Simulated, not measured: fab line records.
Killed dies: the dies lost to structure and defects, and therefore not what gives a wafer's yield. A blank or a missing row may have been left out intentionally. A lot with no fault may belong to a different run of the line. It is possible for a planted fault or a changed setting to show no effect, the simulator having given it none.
fab line records ; flow sfq-line
record lots=6; wafers=18; last-day=91
route steps=325 shown M3@132 I3@133
lots untouched by any fault: they come from a run of this same line in which no faults occurred
start-h: start of the lot's first displayed wafer, in hours after the record's first day ; wait-h: hours from the lot's prior step to this one ; " unchanged from the row above ; L1.1+2: one row covering several wafers at once ; - value missing, or start not given ; * or withheld: withheld ; < > ~ a bound
route shown NAME@n: names a module that has steps shown in the file, with the first one's number in the route ; usual: average and standard deviation across the fault-free wafers ; same: alike in all rows ; chamber/n: place in a boat ; sites: per-site readings ; _std_site: their standard deviation ; _edge_site: outer sites' mean less inner sites' ; radius-mm: how far each site lies from the wafer's centre ; mask NAME#n: copy n ; behind: the tool/chamber that last shaped the wafer ; hold: why the lot was held/for how many hours/how that ended ; device: which transistor (n, p or np) failed to switch ; end of line: tests of these same wafers at the route's end ; a step with no rows: only its recipe ; killed: dies that structure and defects cost at the first sort, which is not the same as the wafer's yield ; map: the dies of a wafer, with x for killed, . for not killed, _ for no die there
set.NAME: the run value of the setting; set.NAME@STEP: its run value at that earlier step ; model.NAME: the simulator's own value behind a step, which no gauge read
a table for each step, a row for each wafer; lots at some steps of the route
services: a tool's chamber out of use, with start hour (start-h, from the record's first day; less than 0 if before it), hours out, and reason
## steps
# step SFQ_TRILAYER_M3_STRIP_SOLV_CLEAN_080
# recipe chemistry=NMP; temp-c=70; time-s=600
# step SFQ_TRILAYER_I3_DEP_PECVD_081
# recipe material=SiO2; temp-c=150; time-s=108.9; pressure-torr=2.4; rf-w=183.3; precursor=SiH4/N2O; target-thk-nm=500
# usual heater-power-w=82/18; susceptor-temp-C=149.99/0.13; throttle-valve-pct=24.7/1
lot.wafer;tool;chamber;start-h;wait-h;heater-power-w;susceptor-temp-C;throttle-valve-pct
L870.2;pecvd-01;0;883.91;0.0;89;149.96;24.9
L870.3;pecvd-01;2;883.91;0.0;58;150.29;23.7
L870.6;pecvd-01;1;883.91;0.0;45;150.23;25.0
L872.2;pecvd-03;2;911.52;0.0;99;149.93;25.4
L872.5;pecvd-03;2;911.52;0.0;104;149.86;25.4
L872.6;pecvd-03;1;911.52;0.0;81;150.07;26.2
L876.2;pecvd-03;1;955.49;0.0;87;149.95;26.4
L876.4;pecvd-03;1;955.49;0.0;87;150.07;26.3
L876.6;pecvd-03;1;955.49;0.0;73;149.97;26.4
L878.3;pecvd-04;1;986.26;0.0;90;149.83;23.2
L878.4;pecvd-04;0;986.26;0.0;76;150.07;24.0
L878.6;pecvd-04;2;986.26;0.0;85;150.12;24.8
L886.1;pecvd-03;2;1021.28;0.0;94;150.11;25.4
L886.2;pecvd-03;1;1021.28;0.0;84;150.01;26.3
L886.4;pecvd-03;0;1021.28;0.0;106;149.86;26.1
L888.3;pecvd-01;2;1032.33;0.0;65;150.09;24.1
L888.4;pecvd-01;2;1032.33;0.0;67;149.91;24.1
L888.6;pecvd-01;1;1032.33;0.0;50;150.09;25.5
# step SFQ_TRILAYER_I3_CMP_CMP_082
# recipe material=SiO2; down-force-psi=3; platen-rpm=60; pad-velocity-m-s=0.94248
# usual motor-current-A=10.4/1.2; time-to-endpoint-s=206/8.3
lot.wafer;tool;chamber;start-h;wait-h;motor-current-A;time-to-endpoint-s
L870.3;cmp-02;0;903.15;19.2;9.7;209
L870.2;cmp-02;3;904.65;20.7;11.8;197
L870.6;cmp-02;0;904.65;20.7;9.7;206
L872.2;cmp-02;2;928.65;17.1;8.5;188
L872.5;cmp-02;3;928.65;17.1;11.6;193
L872.6;cmp-02;0;928.65;17.1;9.5;214
L876.4;cmp-01;3;961.59;6.0;11.8;222
L876.2;cmp-01;1;962.59;7.1;9.5;208
L876.6;cmp-01;3;963.59;8.0;11.8;217
L878.3;cmp-02;1;987.15;0.8;9.7;200
L878.4;cmp-02;2;987.15;0.8;8.6;204
L878.6;cmp-02;2;989.65;3.3;7.6;205
L886.2;cmp-01;3;1023.16;1.8;11.9;213
L886.1;cmp-01;0;1023.16;1.8;11.4;193
L886.4;cmp-01;2;1024.66;3.3;11.3;207
L888.3;cmp-01;0;1033.67;1.3;11.8;200
L888.4;cmp-01;2;1034.67;2.3;11.1;213
L888.6;cmp-01;3;1034.67;2.3;11.3;217
# step SFQ_I3_BOW_MEAS_922
# recipe mode=bow
# usual I3_BOW=2/9.7
lot.wafer;tool;chamber;start-h;wait-h;I3_BOW[um]
L870.2;film-metro-01;-;906.17;1.0;-4
L870.3;film-metro-01;-;906.17;1.0;-1
L870.6;film-metro-01;-;906.17;1.0;-11
L872.2;film-metro-01;-;930.17;1.0;-1
L872.5;film-metro-01;-;930.17;1.0;15
L872.6;film-metro-01;-;930.17;1.0;4
L876.2;film-metro-01;-;964.11;1.0;3
L876.4;film-metro-01;-;964.11;1.0;5
L876.6;film-metro-01;-;964.11;1.0;7
L878.3;film-metro-03;-;990.19;2.5;-5
L878.4;film-metro-03;-;990.19;2.5;-4
L878.6;film-metro-03;-;990.19;2.5;-1
L886.1;film-metro-04;-;1026.16;2.0;16
L886.2;film-metro-04;-;1026.16;2.0;13
L886.4;film-metro-04;-;1026.16;2.0;2
L888.3;film-metro-03;-;1036.21;2.0;7
L888.4;film-metro-03;-;1036.21;2.0;3
L888.6;film-metro-03;-;1036.21;2.0;3
# step SFQ_TRILAYER_I3_METRO_MEASURE_083
# usual thk-nm=199.4/1.3
lot.wafer;tool;chamber;start-h;wait-h;thk-nm
L870.2;film-metro-01;-;906.47;0.3;196.9
L870.3;film-metro-01;-;906.47;0.3;199.7
L870.6;film-metro-01;-;906.47;0.3;199.9
L872.2;film-metro-01;-;930.47;0.3;198.7
L872.5;film-metro-01;-;930.47;0.3;199.0
L872.6;film-metro-01;-;930.47;0.3;201.1
L876.2;film-metro-01;-;964.41;0.3;199.8
L876.4;film-metro-01;-;964.41;0.3;201.3
L876.6;film-metro-01;-;964.41;0.3;202.6
L878.3;film-metro-03;-;990.67;0.5;197.2
L878.4;film-metro-03;-;990.67;0.5;197.2
L878.6;film-metro-03;-;990.67;0.5;198.3
L886.1;film-metro-04;-;1026.28;0.1;197.6
L886.2;film-metro-04;-;1026.28;0.1;200.1
L886.4;film-metro-04;-;1026.28;0.1;199.2
L888.3;film-metro-03;-;1036.69;0.5;198.5
L888.4;film-metro-03;-;1036.69;0.5;198.4
L888.6;film-metro-03;-;1036.69;0.5;200.9
# step SFQ_TRILAYER_I3_VIA_LITHO_COAT_090
# recipe resist=BARC; spin-rpm=3000; resist-thk-nm=62
# step SFQ_TRILAYER_I3_VIA_LITHO_COAT_085
# recipe resist=KrF; spin-rpm=3000; resist-thk-nm=650
# step SFQ_TRILAYER_I3_VIA_LITHO_SOFTBAKE_089
# recipe temp-c=withheld; time-s=withheld; resist=KrF
# step SFQ_TRILAYER_I3_VIA_LITHO_EXPOSE_086
# recipe mask-id=I3; na=0.6; source-shape=conventional; sigma-outer=0.65; target-cd-nm=500; dose-mj=21.3
# step SFQ_TRILAYER_I3_VIA_LITHO_PEB_088
# recipe peb-temp-c=115; peb-time-s=60; resist=KrF
# step SFQ_TRILAYER_I3_VIA_LITHO_DEVELOP_087
# recipe time-s=60; resist=KrF
# step SFQ_I3_OVL_MEAS_923
# usual I3_OVL=1/3.6
lot.wafer;tool;chamber;start-h;wait-h;I3_OVL[nm]
L870.2;overlay-01;-;1039.82;0.1;1
L870.3;overlay-01;-;1039.82;0.1;1
L870.6;overlay-01;-;1039.82;0.1;1
L872.2;overlay-02;-;1057.82;0.1;5
L872.5;overlay-02;-;1057.82;0.1;2
L872.6;overlay-02;-;1057.82;0.1;3
L876.2;overlay-02;-;1096.22;0.1;7
L876.4;overlay-02;-;1096.22;0.1;-2
L876.6;overlay-02;-;1096.22;0.1;1
L878.3;overlay-01;-;1128.62;0.1;-7
L878.4;overlay-01;-;1128.62;0.1;-5
L878.6;overlay-01;-;1128.62;0.1;-3
L886.1;overlay-02;-;1170.52;0.1;-2
L886.2;overlay-02;-;1170.52;0.1;-2
L886.4;overlay-02;-;1170.52;0.1;-2
L888.3;overlay-01;-;1180.14;0.1;2
L888.4;overlay-01;-;1180.14;0.1;0
L888.6;overlay-01;-;1180.14;0.1;2
# step SFQ_TRILAYER_I3_VIA_BARC_OPEN_VIA_ETCH_121
# recipe mask-material=PR; chemistry=O2; target-depth-nm=125; target=BARC; source-w=500; bias-w=80; pressure-mtorr=30; time-s=41.7
# usual bias-w=80.04/0.23; drypump-motor-current-A=5.9/0.43; oes-product-au=0.685/0.0041
lot.wafer;tool;chamber;start-h;wait-h;bias-w;drypump-motor-current-A;oes-product-au;rf-hours-counter-h;model.KrF_of_TRILAYER_I3_VIA_LITHO_COAT_085.thk-nm
L870.2;rie-diel-03;0;1039.85;0.0;80.39;6.5;0.677;6;573.3
L870.3;rie-diel-03;3;1039.85;0.0;80.39;5.8;0.682;14;574
L870.6;rie-diel-03;1;1039.85;0.0;79.86;6.0;0.678;-;574.3
L872.2;rie-diel-02;0;1057.85;0.0;79.80;5.1;0.690;17;569.5
L872.5;rie-diel-02;2;1057.85;0.0;79.55;6.5;0.681;-;571.4
L872.6;rie-diel-02;3;1057.85;0.0;80.15;6.1;0.689;-;571.8
L876.2;rie-diel-02;0;1096.25;0.0;79.76;5.1;0.683;18;571.6
L876.4;rie-diel-02;2;1096.25;0.0;96.19;6.5;0.681;10;567.1
L876.6;rie-diel-02;2;1096.25;0.0;96.58;6.5;0.683;-;567.6
L878.3;rie-diel-02;2;1128.65;0.0;96.34;6.5;0.684;10;566.7
L878.4;rie-diel-02;3;1128.65;0.0;80.30;6.1;0.684;12;569
L878.6;rie-diel-02;2;1128.65;0.0;96.81;6.6;0.682;-;566.4
L886.1;rie-diel-03;1;1170.56;0.0;80.02;6.0;0.683;6;572.2
L886.2;rie-diel-03;2;1170.56;0.0;80.18;5.4;0.683;2;573.1
L886.4;rie-diel-03;0;1170.56;0.0;79.86;6.4;0.688;8;574.8
L888.3;rie-diel-03;1;1180.16;0.0;80.10;6.0;0.687;6;570.8
L888.4;rie-diel-03;3;1180.16;0.0;80.16;5.8;0.687;16;574
L888.6;rie-diel-03;1;1180.16;0.0;80.06;6.0;0.690;-;571.4
# step SFQ_TRILAYER_I3_VIA_ETCH_VIA_ETCH_088
# recipe target=SiO2; stop-on=Nb; mask-material=PR; taper-deg=20; chemistry=CHF3; target-depth-nm=260; source-w=500; bias-w=80; pressure-mtorr=30; time-s=withheld
# usual bias-w=80.01/0.25; drypump-motor-current-A=5.9/0.42; oes-product-au=0.854/0.0052
lot.wafer;tool;chamber;start-h;wait-h;bias-w;drypump-motor-current-A;oes-product-au;model.KrF_of_TRILAYER_I3_VIA_LITHO_COAT_085.thk-nm
L870.2;rie-diel-03;0;1039.89;0.0;80.23;6.5;0.848;528.4
L870.3;rie-diel-03;3;1039.89;0.0;80.37;5.7;0.856;529.3
L870.6;rie-diel-03;1;1039.89;0.0;79.46;6.0;0.858;529.1
L872.2;rie-diel-02;0;1057.89;0.0;80.07;5.1;0.864;524.3
L872.5;rie-diel-02;2;1057.89;0.0;80.11;6.5;0.852;526
L872.6;rie-diel-02;3;1057.89;0.0;79.75;6.0;0.856;526.5
L876.2;rie-diel-02;0;1096.29;0.0;80.67;5.1;0.861;527.3
L876.4;rie-diel-02;2;1096.29;0.0;79.93;6.5;0.872;521.7
L876.6;rie-diel-02;2;1096.29;0.0;80.07;6.5;0.860;522.4
L878.3;rie-diel-02;2;1128.69;0.0;80.20;6.5;0.852;521.3
L878.4;rie-diel-02;3;1128.69;0.0;79.52;6.0;0.855;524.1
L878.6;rie-diel-02;2;1128.69;0.0;80.22;6.5;0.845;521.1
L886.1;rie-diel-03;1;1170.60;0.0;79.58;6.0;0.848;526
L886.2;rie-diel-03;2;1170.60;0.0;80.25;5.4;0.846;528.8
L886.4;rie-diel-03;0;1170.60;0.0;80.26;6.4;0.846;530.1
L888.3;rie-diel-03;1;1180.20;0.0;79.54;6.0;0.850;524.8
L888.4;rie-diel-03;3;1180.20;0.0;79.93;5.7;0.853;529
L888.6;rie-diel-03;1;1180.20;0.0;80.15;6.0;0.853;525.3
# step SFQ_TRILAYER_I3_VIA_STRIP_STRIP_089
# recipe gas=O2; power-w=200; platen-temp-c=40; overash-fraction=0.65; chemistry=O2; pressure-mtorr=50
# usual drypump-motor-current-A=5.5/0.52; oes-product-au=0.997/0.0095
lot.wafer;tool;chamber;start-h;wait-h;drypump-motor-current-A;oes-product-au;rf-hours-counter-h
L870.2;rie-metal-03;1;1040.00;-;6.2;1.004;18
L870.3;rie-metal-03;0;1040.00;-;4.9;0.995;-
L870.6;rie-metal-03;1;1040.00;-;6.2;1.001;-
L872.2;rie-metal-03;1;1058.00;-;6.2;1.006;20
L872.5;rie-metal-03;0;1058.00;-;5.0;0.980;-
L872.6;rie-metal-03;1;1058.00;-;6.2;1.002;-
L876.2;rie-metal-03;1;1096.40;-;6.2;1.015;25
L876.4;rie-metal-03;0;1096.40;-;5.0;0.991;-
L876.6;rie-metal-03;1;1096.40;-;6.2;1.012;-
L878.3;rie-metal-04;0;1129.00;-;5.4;1.007;-
L878.4;rie-metal-04;1;1129.00;-;4.9;0.995;-
L878.6;rie-metal-04;0;1129.00;-;5.4;1.003;-
L886.1;rie-metal-04;0;1170.71;-;5.4;0.997;127
L886.2;rie-metal-04;1;1170.71;-;4.9;0.987;30
L886.4;rie-metal-04;1;1170.71;-;4.9;0.994;-
L888.3;rie-metal-03;0;1180.51;-;5.0;0.981;-
L888.4;rie-metal-03;1;1180.51;-;6.2;0.997;-
L888.6;rie-metal-03;1;1180.51;-;6.2;1.007;-
## services
tool;chamber;start-h;hours;kind
pecvd-03;1;868.55;2.9;repair
rie-diel-03;0;882.68;102.3;repair
cmp-01;-;884.20;0.9;repair
rie-metal-03;-;888.97;1.4;pm
rie-diel-03;2;899.22;9.4;repair
cmp-01;-;918.09;4.0;pm
pecvd-03;2;946.22;13.2;repair
rie-metal-03;1;948.62;3.9;repair
film-metro-01;-;953.48;0.8;pm
film-metro-01;-;956.89;0.6;pm
cmp-02;-;958.41;1.0;repair
film-metro-01;-;960.11;0.6;pm
cmp-01;-;970.29;1.6;repair
cmp-01;-;972.17;0.3;repair
rie-diel-03;3;979.21;3.6;repair
rie-diel-03;3;983.06;5.0;repair
rie-diel-02;3;991.28;4.3;repair
rie-diel-03;-;995.54;0.1;repair
rie-metal-03;-;1017.68;2.8;pm
rie-diel-03;0;1029.83;9.7;repair
rie-diel-02;-;1102.92;2.2;repair
rie-diel-02;1;1116.58;1.9;repair
rie-diel-03;0;1162.52;1.5;repair
rie-diel-02;-;1177.96;15.6;pm
## key
first-sign step=SFQ_TRILAYER_I3_VIA_BARC_OPEN_VIA_ETCH_121; reading=bias-w; direction=up; sigmas=71; usual=80.04; struck=96.48
effect none on later readings
model-effect step=SFQ_TRILAYER_I3_VIA_BARC_OPEN_VIA_ETCH_121; value=KrF_of_TRILAYER_I3_VIA_LITHO_COAT_085.thk-nm; without=570.2; struck=567
model-effect step=SFQ_TRILAYER_I3_VIA_ETCH_VIA_ETCH_088; value=KrF_of_TRILAYER_I3_VIA_LITHO_COAT_085.thk-nm; without=524.9; struck=521.6
met-at SFQ_TRILAYER_I3_VIA_BARC_OPEN_VIA_ETCH_121
struck-wafers L876.4,L876.6,L878.3,L878.6
onset-between 1057.85 1096.25
fault kind=process-parameter-drift; tool=rie-diel-02; chamber=2; onset-h=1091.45; steps=SFQ_TRILAYER_I3_VIA_BARC_OPEN_VIA_ETCH_121; channel=bias-w; offset=16.432; shape=step; end-h=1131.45; acts-in=these-recipes-only; stated=80
